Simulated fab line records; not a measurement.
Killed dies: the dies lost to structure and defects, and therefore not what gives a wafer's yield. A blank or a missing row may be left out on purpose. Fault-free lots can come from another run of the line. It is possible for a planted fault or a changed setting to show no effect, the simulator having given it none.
2 desks, one fault || flow gf180mcu || every desk sees just its own numbers, and what lay behind them comes last

## THE TOOL OWNER'S DESK: pecvd-01
The tool's own readings at GF_SAB_CVD_00 (deposits SiO2 from TEOS, target thk 50 nm, time 4.9302 s): means of the sampled wafers that have a number, for each lot that ran on this tool. A lot is out of limits, marked OUT, if its mean lies more than 4 standard deviations from the usual mean; the brackets give that distance.
Columns: A = heater-power-w at GF_SAB_CVD_00, usual 643 W
{"lot": "L496", "first seen here": "day 15 13:46", "A": 684}
{"lot": "L498", "first seen here": "day 16 02:31", "A": 634}
{"lot": "L500", "first seen here": "day 16 15:12", "A": 608}
{"lot": "L502", "first seen here": "day 17 07:03", "A": 672}
{"lot": "L508", "first seen here": "day 19 13:25", "A": 629}
{"lot": "L509", "first seen here": "day 20 01:28", "A": 663}
This desk found nothing out of limits on any of the 6 lots.

## METROLOGY DESK
What the gauges read, lot by lot, whatever tool the lot ran on: means of the sampled wafers that have a number. A lot is out of limits, marked OUT, if its mean lies more than 4 standard deviations from the usual mean; the brackets give that distance.
Columns: A = VT_IMPLANT_OVL at GF_VT_IMPLANT_OVL_MEAS_07, usual -1.0 nm; B = SAB_CVD_00_THK at GF_SAB_THK_MEAS_01, usual 49.9 nm
{"lot": "L493", "first seen here": "day 5 14:29", "A": -1.4, "B": 49.6}
{"lot": "L495", "first seen here": "day 6 04:22", "A": 0.0, "B": 50.0}
{"lot": "L496", "first seen here": "day 6 09:25", "A": -0.9, "B": 48.9}
{"lot": "L497", "first seen here": "day 6 16:29", "A": -2.2, "B": 49.4}
{"lot": "L498", "first seen here": "day 6 22:56", "A": -1.6, "B": 49.3}
{"lot": "L499", "first seen here": "day 7 05:59", "A": -1.8, "B": 50.0}
{"lot": "L500", "first seen here": "day 7 08:54", "A": -3.1, "B": 50.1}
{"lot": "L502", "first seen here": "day 7 22:11", "A": -1.3, "B": 50.5}
{"lot": "L505", "first seen here": "day 8 18:51", "A": 0.2, "B": 50.3}
{"lot": "L508", "first seen here": "day 9 09:08", "A": 1.3, "B": "52.9 (+4.5) OUT"}
{"lot": "L509", "first seen here": "day 9 17:41", "A": -0.2, "B": "53.0 (+4.7) OUT"}
{"lot": "L511", "first seen here": "day 10 11:11", "A": -3.2, "B": 49.8}
{"lot": "L514", "first seen here": "day 11 00:05", "A": -1.6, "B": 49.4}
{"lot": "L516", "first seen here": "day 11 13:13", "A": -0.8, "B": 49.4}
This desk reports L508, L509 out of limits; the earliest was L508 at day 19 13:27 (SAB_CVD_00_THK at GF_SAB_THK_MEAS_01). Within limits: L493, L495, L496, L497, L498, L499, L500, L502, L505, L511, L514, L516.

## TAKEN TOGETHER
An alarm was possible from the metrology desk at day 19 13:27, on L508, L509.
Nothing out of limits was seen by the tool owner's desk.
Tool owner's desk: L508, L509 on record, inside its limits.
The lots listed all ran GF_SAB_CVD_00 on pecvd-01.

## WHAT HAD BEEN PUT IN BY THE SIMULATOR
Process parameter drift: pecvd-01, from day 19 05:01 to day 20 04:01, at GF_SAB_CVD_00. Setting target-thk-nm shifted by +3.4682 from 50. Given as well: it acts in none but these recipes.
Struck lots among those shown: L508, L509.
Delay in hours, fault start to first out-of-limits reading, per desk: metrology desk 8.
